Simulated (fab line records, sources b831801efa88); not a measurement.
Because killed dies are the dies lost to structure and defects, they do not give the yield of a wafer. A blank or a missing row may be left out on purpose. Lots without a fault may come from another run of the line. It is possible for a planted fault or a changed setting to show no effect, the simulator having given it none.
One fault seen from 2 desks    flow gf180mcu    numbers are kept per desk, each desk with only its own; the story behind them comes last

METROLOGY DESK
Means of the sampled wafers that have a number, per lot and without regard to the tool the lot ran on: this is what the gauges read. Marked OUT: a lot whose mean sits more than 4 standard deviations from the usual mean, which makes it out of limits; the brackets give that distance.
Columns: A = PASSIVATION_CVD_02_THK at GF_PASSIVATION_THK_MEAS_03, usual 703 nm
lot   first seen here  A
L743  day 28 05:17     706
L745  day 29 03:46     714
L746  day 29 11:02     697
L747  day 29 21:42     708
L748  day 30 12:13     710
L756  day 32 07:11     705
L757  day 32 14:11     702
L758  day 32 16:10     699
L761  day 33 11:50     699
L763  day 33 21:43     708
L765  day 34 08:58     702
L766  day 34 12:31     697
Result from this desk: across the 12 lots, nothing is out of limits.

AT THE TOOL OWNER'S DESK: rieDiel-01
The tool's own readings at GF_V5_ETCH_17 (etches SiO2 in C4F8/O2/Ar, stops on TiN, target depth 855 nm): means of the sampled wafers that have a number, for each lot that ran on this tool. Marked OUT: a lot whose mean sits more than 4 standard deviations from the usual mean, which makes it out of limits; the brackets give that distance.
Columns: A = biasW at GF_V5_ETCH_17, usual 1201 W; B = oesProductAu at GF_V5_ETCH_17, usual 0.860 a.u.; C = rfFwdPowerW at GF_V5_ETCH_17, usual 1493 W
lot   first seen here  A     B      C
L747  day 28 23:00     1200  0.862  1489
L748  day 29 14:00     1201  0.857  1497
L756  day 31 11:00     1201  0.860  1737 (+53) OUT
L757  day 31 18:00     1200  0.854  1731 (+52) OUT
This desk's verdict: out of limits on L756, L757, starting with L756 at day 31 11:00 (rfFwdPowerW at GF_V5_ETCH_17). In limits: L747, L748.

BROUGHT TOGETHER
On L756, L757, at day 31 11:00, an alarm was possible from the tool owner's desk.
From the metrology desk's view, nothing was out of limits.
The metrology desk has L756, L757 on record, within its limits.
Every lot named ran GF_V5_ETCH_17 on rieDiel-01.

WHAT HAD BEEN PUT IN BY THE SIMULATOR
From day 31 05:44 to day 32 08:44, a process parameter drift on rieDiel-01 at GF_V5_ETCH_17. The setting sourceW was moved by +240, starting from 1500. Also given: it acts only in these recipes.
Shown lots that were struck: L756, L757.
Each desk's first reading out of limits, in hours after the fault started: the tool owner's desk, 5.
